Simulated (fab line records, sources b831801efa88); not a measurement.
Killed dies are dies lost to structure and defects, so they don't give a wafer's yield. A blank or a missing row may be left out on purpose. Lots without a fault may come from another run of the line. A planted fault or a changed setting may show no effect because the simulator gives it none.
fab line records | flow sky130 | part 1 of 2: steps 1 to 25 of 37
record lots=5 wafers=15 last_day=50
route steps=708 shown VIA3@577 METAL4@598 CAP2M@603
lots that met no fault: from a run of the same line without faults
start_h: hours from the record's first day to the start of the lot's first wafer shown | wait_h: hours since the lot's step before | " the same as in the row above | L1.1+2: a row that stands for several wafers | - no value, or no start given | * or withheld: withheld | < > ~ a bound
route shown NAME@n: a module of which the file shows steps, and the number in the route of the first | usual: mean/standard deviation of fault-free wafers | same: alike in all rows | chamber/n: place in a boat | sites: the reading at each site | _std_site: their standard deviation | _edge_site: outer sites' mean less inner sites' | radius_mm: how far each site lies from the wafer's centre | mask NAME#n: copy n | behind: the tool/chamber that last shaped the wafer | hold: why the lot was held/for how many hours/how that ended | device: the transistor (n, p or np) that didn't switch | end of line: the same wafers' tests at the end of the route | a step without rows: its recipe alone | killed: dies lost to structure and defects at the first sort, not the wafer's yield | map: a wafer's dies, x killed, . not, _ none there
set.NAME: the setting as run; set.NAME@STEP: as run at that earlier step | model.NAME: the simulator's own value behind a step, which no gauge read
lots at some steps of the route; a table a step, a row a wafer
services: from which hour (start_h, from the record's first day; less than 0 if before it) a tool's chamber was out of use, for how many hours, and why
## steps
# step SKY_VIA3_DEHYDRATE_04
# recipe temp_c=200 time_s=60
# columns lot.wafer tool chamber start_h wait_h
L087.1+2+4 litho_track-02 0 1002.57 11.4
L090.2+4+6 litho_track-01 0 1039.14 10.4
L091.1+5+6 litho_track-03 0 1043.79 10.7
L093.1+2+6 litho_track-03 0 1054.49 10.5
L094.3+5+6 litho_track-02 0 1066.67 9.7
# step SKY_VIA3_HMDS_05
# recipe prime_time_s=60 prime_temp_c=120
# same prime_time_s=60
# columns lot.wafer tool chamber start_h wait_h
L087.1+2+4 litho_track-02 0 1002.72 0.1
L090.2+4+6 litho_track-01 0 1039.29 0.1
L091.1+5+6 litho_track-03 0 1043.94 0.1
L093.1+2+6 litho_track-03 0 1054.64 0.1
L094.3+5+6 litho_track-02 0 1066.82 0.1
# step SKY_VIA3_COAT_06
# recipe resist=BARC temp_c=withheld time_s=withheld spin_rpm=3000 resist_thk_nm=60
# usual spin_speed_rpm=2999.6/1.9
# columns lot.wafer tool chamber start_h wait_h spin_speed_rpm
L087.1 litho_track-02 0 1002.87 0.1 2999.2
L087.2 " 0 " " 2998.7
L087.4 " 0 " " 2999.4
L090.2 litho_track-01 0 1039.44 0.1 3000.3
L090.4 " 0 " " 3000.9
L090.6 " 0 " " 2999.8
L091.1 litho_track-03 0 1044.09 0.1 2999.6
L091.5 " 0 " " 2998.5
L091.6 " 0 " " 2999.6
L093.1 litho_track-03 0 1054.79 0.1 2999.2
L093.2 " 0 " " 2998.1
L093.6 " 0 " " 3000.8
L094.3 litho_track-02 0 1066.97 0.1 2998.3
L094.5 " 0 " " 2998.5
L094.6 " 0 " " 2996.2
# step SKY_VIA3_COAT_07
# recipe resist=KrF-thick spin_rpm=3000 resist_thk_nm=450
# usual spin_speed_rpm=2999.9/2.1
# columns lot.wafer tool chamber start_h wait_h spin_speed_rpm
L087.1 litho_track-02 0 - - 2999.5
L087.2 " 0 " " 2999.9
L087.4 " 0 " " 3000.9
L090.2 litho_track-01 0 - - 2996.9
L090.4 " 0 " " 3000.1
L090.6 " 0 " " 2996.9
L091.1 litho_track-03 0 - - 3001.3
L091.5 " 0 " " 3002.3
L091.6 " 0 " " 2999.8
L093.1 litho_track-03 0 - - 3001.7
L093.2 " 0 " " 2999.4
L093.6 " 0 " " 3001.1
L094.3 litho_track-02 0 - - 3001.9
L094.5 " 0 " " 3007.5
L094.6 " 0 " " 3004.4
# step SKY_VIA3_SOFTBAKE_08
# recipe temp_c=100 time_s=90 resist=KrF-thick
# columns lot.wafer tool chamber start_h wait_h
L087.1+2+4 litho_track-02 0 - -
L090.2+4+6 litho_track-01 0 - -
L091.1+5+6 litho_track-03 0 - -
L093.1+2+6 litho_track-03 0 - -
L094.3+5+6 litho_track-02 0 - -
# step SKY_VIA3_EXPOSE_09
# recipe mask_id=VIM3 na=0.8 source_shape=annular sigma_inner=0.55 sigma_outer=0.85 target_cd_nm=200 dose_mj=38
# same sigma_inner=0.55
# columns lot.wafer tool chamber start_h wait_h mask
L087.1+2+4 krf_scanner-01 0 - - VIM3#0
L090.2+4+6 krf_scanner-02 0 - - VIM3#0
L091.1+5+6 krf_scanner-02 0 - - VIM3#0
L093.1+2+6 krf_scanner-01 0 - - VIM3#0
L094.3+5+6 krf_scanner-01 0 - - VIM3#0
# step SKY_VIA3_PEB_10
# recipe peb_temp_c=withheld peb_time_s=withheld resist=KrF-thick
# columns lot.wafer tool chamber start_h wait_h
L087.1+2+4 litho_track-01 0 - -
L090.2+4+6 litho_track-01 0 - -
L091.1+5+6 litho_track-02 0 - -
L093.1+2+6 litho_track-01 0 - -
L094.3+5+6 litho_track-03 0 - -
# step SKY_VIA3_DEVELOP_11
# recipe develop_time_s=60 resist=KrF-thick dev_temp_c=21
# usual developer_temp_C=21.00/0.1
# columns lot.wafer tool chamber start_h wait_h developer_temp_C
L087.1 litho_track-01 0 - - 20.90
L087.2 " 0 " " 20.80
L087.4 " 0 " " 21.15
L090.2 litho_track-01 0 - - 20.80
L090.4 " 0 " " 21.19
L090.6 " 0 " " 20.89
L091.1 litho_track-02 0 - - 21.03
L091.5 " 0 " " 20.97
L091.6 " 0 " " 20.90
L093.1 litho_track-01 0 - - 21.11
L093.2 " 0 " " 21.16
L093.6 " 0 " " 21.13
L094.3 litho_track-03 0 - - 21.08
L094.5 " 0 " " 20.97
L094.6 " 0 " " 20.87
# step SKY_VIA3_CD_MEAS_12
# recipe target_cd_nm=200
# usual cd_nm=200.3/1.4
# columns lot.wafer tool chamber start_h wait_h cd_nm
L087.1 cd_sem-02 - 1014.17 - 199.4
L087.2 " - " " 199.7
L087.4 " - " " 200.2
L090.2 cd_sem-01 - 1051.29 - 197.8
L090.4 " - " " 198.3
L090.6 " - " " 197.4
L091.1 cd_sem-02 - 1055.62 - 201.0
L091.5 " - " " 201.1
L091.6 " - " " 200.7
L093.1 cd_sem-02 - 1065.22 - 199.5
L093.2 " - " " 199.2
L093.6 " - " " 199.3
L094.3 cd_sem-01 - 1078.08 - 199.2
L094.5 " - " " 198.9
L094.6 " - " " 200.5
# step SKY_VIA3_OVL_MEAS_13
# usual VIA3_OVL=1/5.8
# columns lot.wafer tool chamber start_h wait_h VIA3_OVL[nm]
L087.1 overlay-01 - 1014.29 0.1 -3
L087.2 " - " " -2
L087.4 " - " " -2
L090.2 overlay-01 - 1051.40 0.1 -3
L090.4 " - " " -1
L090.6 " - " " -1
L091.1 overlay-01 - 1055.74 0.1 -2
L091.5 " - " " -3
L091.6 " - " " 0
L093.1 overlay-02 - 1065.34 0.1 3
L093.2 " - " " 1
L093.6 " - " " 1
L094.3 overlay-02 - 1078.18 0.1 -3
L094.5 " - " " 1
L094.6 " - " " -10
# step SKY_VIA3_ETCH_14
# recipe chemistry=N2/H2 target=BARC ion_energy_ev=200 source_w=500 bias_w=100 pressure_mtorr=30 n2_flow_sccm=100 h2_flow_sccm=200 stop_on=SiO2 time_s=45.9 target_depth_a=600
# usual drypump_motor_current_A=5.6/0.38 oes_product_au=0.855/0.0045 throttle_valve_pct=13.226/0.0081
# columns lot.wafer tool chamber start_h wait_h drypump_motor_current_A oes_product_au rf_hours_counter_h throttle_valve_pct
L087.1 rie_diel-04 1 1014.32 0.0 6.1 0.855 25 13.218
L087.2 " 0 " " 5.4 0.851 14 13.241
L087.4 " 3 " " 6.2 0.856 14 13.219
L090.2 rie_diel-01 1 1051.43 0.0 5.3 0.846 22 13.236
L090.4 " 3 " " 6.0 0.861 24 13.223
L090.6 " 1 " " 5.2 0.861 - 13.224
L091.1 rie_diel-01 0 1055.77 0.0 5.2 0.851 22 13.240
L091.5 " 1 " " 5.3 0.857 - 13.224
L091.6 " 0 " " 5.2 0.854 - 13.229
L093.1 rie_diel-01 3 1065.38 0.0 6.0 0.866 24 13.220
L093.2 " 2 " " 5.1 0.857 16 13.232
L093.6 " 3 " " 5.9 0.854 - 13.214
L094.3 rie_diel-01 3 1078.20 0.0 6.0 0.854 25 13.223
L094.5 " 1 " " 5.2 0.853 - 13.224
L094.6 " 0 " " 5.2 0.855 - 13.215
# step SKY_VIA3_ETCH_15
# recipe target=SiO2 chemistry=C4F8/O2/Ar target_depth_nm=507 stop_on=TiN mask_material=KrF-thick source_w=1500 bias_w=1200 pressure_mtorr=40 c4f8_flow_sccm=withheld O2_flow_sccm=6 Ar_flow_sccm=300 time_s=78
# usual oes_product_au=0.947/0.0046
# columns lot.wafer tool chamber start_h wait_h oes_product_au rf_hours_counter_h
L087.1 rie_diel-04 1 1014.37 0.0 0.944 25
L087.2 " 0 " " 0.949 14
L087.4 " 3 " " 0.949 14
L090.2 rie_diel-01 1 1051.47 0.0 0.948 22
L090.4 " 3 " " 0.945 24
L090.6 " 1 " " 0.945 -
L091.1 rie_diel-01 0 1055.82 0.0 0.949 22
L091.5 " 1 " " 0.949 -
L091.6 " 0 " " 0.954 -
L093.1 rie_diel-01 3 1065.42 0.0 0.949 24
L093.2 " 2 " " 0.948 16
L093.6 " 3 " " 0.955 -
L094.3 rie_diel-01 3 1078.24 0.0 0.951 25
L094.5 " 1 " " 0.940 -
L094.6 " 0 " " 0.941 -
# step SKY_VIA3_STRIP_16
# recipe chemistry=O2/N2 power_w=1400 pressure_mtorr=1500 platen_temp_c=withheld o2_flow_sccm=3000 n2_flow_sccm=300 overash_fraction=0.5
# usual drypump_motor_current_A=5.8/0.45 oes_product_au=0.403/0.0047 strip_time_to_endpoint_s=4.137/0.027
# columns lot.wafer tool chamber start_h wait_h drypump_motor_current_A oes_product_au rf_hours_counter_h strip_time_to_endpoint_s
L087.1 plasma_asher-02 0 1014.43 0.0 5.8 0.413 88 4.149
L087.2 " 1 " " 5.9 0.405 88 4.140
L087.4 " 0 " " 5.8 0.402 - 4.101
L090.2 plasma_asher-02 1 1051.53 0.0 6.0 0.397 91 4.099
L090.4 " 1 " " 5.9 0.407 - 4.140
L090.6 " 1 " " 6.0 0.410 - 4.122
L091.1 plasma_asher-01 1 1055.88 0.0 5.7 0.410 30 4.111
L091.5 " 1 " " 5.7 0.396 - 4.085
L091.6 " 0 " " 6.7 0.396 - 4.103
L093.1 plasma_asher-04 1 1065.48 0.0 5.3 0.409 0 4.120
L093.2 " 0 " " 5.4 0.396 0 4.178
L093.6 " 1 " " 5.3 0.401 - 4.122
L094.3 plasma_asher-02 1 1078.33 0.1 5.9 0.403 - 4.178
L094.5 " 0 " " 5.7 0.395 - 4.143
L094.6 " 1 " " 6.0 0.407 - 4.172
# step SKY_VIA3_STRIP_17
# recipe chemistry=post_etch_residue_remover time_s=1200 temp_c=72.5
# usual temp_c=72.49/0.13
# columns lot.wafer tool chamber start_h wait_h temp_c
L087.1 wet_bench-01 2 1014.53 0.1 72.36
L087.2 " 2 " " 72.41
L087.4 " 2 " " 72.54
L090.2 wet_bench-01 3 1051.63 0.1 72.57
L090.4 " 3 " " 72.41
L090.6 " 3 " " 72.44
L091.1 wet_bench-04 3 1055.98 0.1 72.72
L091.5 " 3 " " 72.60
L091.6 " 3 " " 72.59
L093.1 wet_bench-04 3 1065.58 0.1 72.59
L093.2 " 3 " " 72.54
L093.6 " 3 " " 72.46
L094.3 wet_bench-01 1 1078.40 0.0 72.27
L094.5 " 1 " " 72.44
L094.6 " 1 " " 72.57
# step SKY_VIA3_CLEAN_18
# recipe chemistry=IPA time_s=180 temp_c=25
# usual temp_c=25.00/0.11
# columns lot.wafer tool chamber start_h wait_h temp_c
L087.1 wet_bench-03 0 1014.87 0.0 25.00
L087.2 " 0 " " 25.16
L087.4 " 0 " " 25.19
L090.2 wet_bench-03 1 1052.00 0.0 25.19
L090.4 " 1 " " 25.21
L090.6 " 1 " " 25.24
L091.1 wet_bench-01 1 1056.66 0.0 25.10
L091.5 " 1 " " 24.89
L091.6 " 1 " " 25.05
L093.1 wet_bench-01 3 1065.92 0.0 25.04
L093.2 " 3 " " 24.99
L093.6 " 3 " " 25.02
L094.3 wet_bench-04 3 1078.74 0.0 24.90
L094.5 " 3 " " 25.02
L094.6 " 3 " " 24.84
# step SKY_VIA3_CLEAN_19
# recipe chemistry=O3/DIW dry=n2_spin
# columns lot.wafer tool chamber start_h wait_h
L087.1+2+4 wet_bench-01 0 1014.93 0.0
L090.2+4+6 wet_bench-01 0 1052.06 0.0
L091.1+5+6 wet_bench-04 1 1056.72 0.0
L093.1+2+6 wet_bench-04 2 1065.98 0.0
L094.3+5+6 wet_bench-04 0 1078.81 0.0
# step SKY_VIA3_SPUTTER_20
# recipe material=TiN target_thk_nm=20 chamber_pressure_pa=5 power_w=4000 time_s=80
# usual chamber_pressure_pa=5.000/0.01 throttle_valve_pct=30.0/1.1
# columns lot.wafer tool chamber start_h wait_h chamber_pressure_pa throttle_valve_pct
L087.1 pvd_sputter-01 - 1015.02 0.0 5.002 30.5
L087.2 " - " " 5.002 31.1
L087.4 " - " " 5.001 32.0
L090.2 pvd_sputter-03 - 1052.16 0.0 5.003 29.3
L090.4 " - " " 5.010 29.3
L090.6 " - " " 4.986 29.3
L091.1 pvd_sputter-01 - 1056.90 0.0 4.992 31.9
L091.5 " - " " 4.994 30.5
L091.6 " - " " 4.989 31.1
L093.1 pvd_sputter-02 - 1066.07 0.0 5.001 29.6
L093.2 " - " " 5.018 30.4
L093.6 " - " " 4.981 28.8
L094.3 pvd_sputter-02 - 1078.91 0.0 4.992 30.5
L094.5 " - " " 5.006 28.6
L094.6 " - " " 4.986 29.4
# step SKY_VIA3_CVD_21
# recipe material=W target_thk_nm=390 time_s=117.31 temp_c=400 pressure_torr=40
# usual heater_power_w=865/62
# columns lot.wafer tool chamber start_h wait_h heater_power_w
L087.1 cvd_w-02 0 1015.09 0.0 886
L087.2 " 1 " " 759
L087.4 " 1 " " 759
L090.2 cvd_w-02 1 1052.26 0.1 783
L090.4 " 1 " " 739
L090.6 " 1 " " 768
L091.1 cvd_w-01 1 1056.96 0.0 875
L091.5 " 1 " " 932
L091.6 " 0 " " 924
L093.1 cvd_w-01 1 1066.13 0.0 892
L093.2 " 0 " " 917
L093.6 " 0 " " 909
L094.3 cvd_w-02 0 1079.05 0.1 894
L094.5 " 0 " " 908
L094.6 " 0 " " 891
# step SKY_VIA3_RS_MEAS_22
# recipe thk_meas_gauge=four-point-probe reads=W_of_VIA3_CVD_21+TiN_of_VIA3_SPUTTER_20
# usual VIA3_W_RS=0.295/0.0038
# columns lot.wafer tool chamber start_h wait_h VIA3_W_RS[ohm/sq]
L087.1 film_metro-04 - 1015.21 0.1 0.295
L087.2 " - " " 0.296
L087.4 " - " " 0.294
L090.2 film_metro-01 - 1052.49 0.2 0.294
L090.4 " - " " 0.293
L090.6 " - " " 0.293
L091.1 film_metro-04 - 1057.09 0.1 0.293
L091.5 " - " " 0.293
L091.6 " - " " 0.287
L093.1 film_metro-04 - 1066.25 0.1 0.298
L093.2 " - " " 0.289
L093.6 " - " " 0.291
L094.3 film_metro-01 - 1079.25 0.2 0.297
L094.5 " - " " 0.299
L094.6 " - " " 0.298
# step SKY_VIA3_THK_MEAS_23
# recipe thk_meas_gauge=xrf reads=W_of_VIA3_CVD_21
# usual VIA3_W_THK=403/8.7
# columns lot.wafer tool chamber start_h wait_h VIA3_W_THK[nm]
L087.1 film_metro-04 - 1015.33 0.1 414
L087.2 " - " " 409
L087.4 " - " " 414
L090.2 film_metro-01 - 1052.60 0.1 400
L090.4 " - " " 401
L090.6 " - " " 401
L091.1 film_metro-04 - 1057.21 0.1 414
L091.5 " - " " 412
L091.6 " - " " 424
L093.1 film_metro-04 - 1066.37 0.1 409
L093.2 " - " " 419
L093.6 " - " " 416
L094.3 film_metro-01 - 1079.35 0.1 394
L094.5 " - " " 390
L094.6 " - " " 391
# step SKY_VIA3_CMP_24
# recipe stop_on=SiO2 t_overpolish_s=20 down_force_psi=3.5 platen_rpm=60 target_thk_nm=0 pad_velocity_m_s=0.94248
# usual motor_current_A=10.9/1 overpolish_run_s=19.999/0.0088 retaining_ring_pressure_frac=1.000/0.0054 time_to_endpoint_s=95/4.5
# columns lot.wafer tool chamber start_h wait_h motor_current_A overpolish_run_s retaining_ring_pressure_frac time_to_endpoint_s
L087.1 cmp-01 1 1015.39 0.1 9.2 20.008 1.011 97
L087.4 " 3 " " 10.3 20.000 1.001 99
L087.2 " 0 " " 10.6 19.996 1.008 96
L090.4 cmp-01 3 1052.65 0.0 11.5 19.994 0.996 99
L090.2 " 1 " " 9.2 19.999 0.998 98
L090.6 " 0 " " 10.6 20.004 0.995 97
L091.1 cmp-02 2 1057.27 0.1 11.2 20.003 1.002 94
L091.5 " 2 " " 11.1 20.000 0.999 95
L091.6 " 3 " " 10.8 19.987 1.002 95
L093.1 cmp-01 2 1066.43 0.1 13.2 19.984 1.001 94
L093.2 " 3 " " 10.5 20.007 0.999 102
L093.6 " 2 " " 12.8 19.996 0.999 97
L094.3 cmp-02 3 1079.49 0.1 11.2 20.002 1.002 91
L094.6 " 1 " " 10.2 19.992 1.006 92
L094.5 " 2 " " 11.3 19.987 1.000 89
# step SKY_METAL4_SPUTTER_00
# recipe material=Ti target_thk_nm=15 power_w=3000 time_s=10 chamber_pressure_pa=0.4
# usual chamber_pressure_pa=0.3999/0.00087 throttle_valve_pct=29.9/1
# columns lot.wafer tool chamber start_h wait_h chamber_pressure_pa throttle_valve_pct
L087.1 pvd_sputter-01 - 1015.69 0.2 0.3995 31.7
L087.2 " - " " 0.4000 31.2
L087.4 " - " " 0.4003 30.5
L090.2 pvd_sputter-01 - 1052.95 0.1 0.3996 30.7
L090.4 " - " " 0.4008 31.2
L090.6 " - " " 0.3999 30.5
L091.1 pvd_sputter-03 - 1057.57 0.2 0.3999 29.1
L091.5 " - " " 0.3995 28.9
L091.6 " - " " 0.3990 31.1
L093.1 pvd_sputter-04 - 1066.73 0.2 0.3996 30.3
L093.2 " - " " 0.4011 28.9
L093.6 " - " " 0.3998 30.4
L094.3 pvd_sputter-04 - 1079.69 0.1 0.4009 29.6
L094.5 " - " " 0.4009 30.4
L094.6 " - " " 0.3994 31.0
# step SKY_METAL4_SPUTTER_01
# recipe material=TiN target_thk_nm=20 power_w=6500 time_s=16.7 chamber_pressure_pa=0.4
# usual chamber_pressure_pa=0.4001/0.00083 throttle_valve_pct=29.9/0.99
# columns lot.wafer tool chamber start_h wait_h chamber_pressure_pa throttle_valve_pct
L087.1 pvd_sputter-01 - 1015.71 0.0 0.3988 32.0
L087.2 " - " " 0.4009 31.3
L087.4 " - " " 0.4002 30.4
L090.2 pvd_sputter-01 - 1052.97 0.0 0.4005 30.5
L090.4 " - " " 0.3999 31.2
L090.6 " - " " 0.4011 30.6
L091.1 pvd_sputter-03 - 1057.59 0.0 0.4024 29.1
L091.5 " - " " 0.4004 28.9
L091.6 " - " " 0.4002 31.1
L093.1 pvd_sputter-04 - 1066.76 0.0 0.3984 30.3
L093.2 " - " " 0.4008 28.8
L093.6 " - " " 0.3982 30.1
L094.3 pvd_sputter-04 - 1079.72 0.0 0.3987 29.3
L094.5 " - " " 0.3996 30.3
L094.6 " - " " 0.4000 30.7
# step SKY_METAL4_SPUTTER_02
# recipe material=AlCu target_thk_nm=735 power_w=10600 time_s=39.1 chamber_pressure_pa=0.4
# usual chamber_pressure_pa=0.4000/0.00074 throttle_valve_pct=29.9/0.96
# columns lot.wafer tool chamber start_h wait_h chamber_pressure_pa throttle_valve_pct
L087.1 pvd_sputter-01 - 1015.74 0.0 0.4002 31.5
L087.2 " - " " 0.3994 31.2
L087.4 " - " " 0.4005 30.5
L090.2 pvd_sputter-01 - 1052.99 0.0 0.3998 30.4
L090.4 " - " " 0.3994 31.1
L090.6 " - " " 0.4004 30.4
L091.1 pvd_sputter-03 - 1057.61 0.0 0.4003 29.2
L091.5 " - " " 0.4002 29.1
L091.6 " - " " 0.3999 31.3
L093.1 pvd_sputter-04 - 1066.78 0.0 0.4003 29.9
L093.2 " - " " 0.4001 29.1
L093.6 " - " " 0.3990 30.1
L094.3 pvd_sputter-04 - 1079.74 0.0 0.4006 29.2
L094.5 " - " " 0.4003 30.2
L094.6 " - " " 0.3987 30.6
# step SKY_METAL4_SPUTTER_03
# recipe material=Ti target_thk_nm=5 power_w=3000 time_s=3.3 chamber_pressure_pa=0.4
# usual chamber_pressure_pa=0.4000/0.00078 throttle_valve_pct=29.9/1
# columns lot.wafer tool chamber start_h wait_h chamber_pressure_pa throttle_valve_pct
L087.1 pvd_sputter-01 - 1015.77 0.0 0.4005 31.8
L087.2 " - " " 0.4002 31.4
L087.4 " - " " 0.3987 30.4
L090.2 pvd_sputter-01 - 1053.03 0.0 0.3996 30.5
L090.4 " - " " 0.3997 31.1
L090.6 " - " " 0.4002 30.3
L091.1 pvd_sputter-03 - 1057.65 0.0 0.4004 29.3
L091.5 " - " " 0.3997 28.9
L091.6 " - " " 0.4016 31.0
L093.1 pvd_sputter-04 - 1066.82 0.0 0.3993 30.3
L093.2 " - " " 0.4000 29.1
L093.6 " - " " 0.3996 30.4
L094.3 pvd_sputter-04 - 1079.78 0.0 0.4007 29.4
L094.5 " - " " 0.4003 30.3
L094.6 " - " " 0.4007 30.7
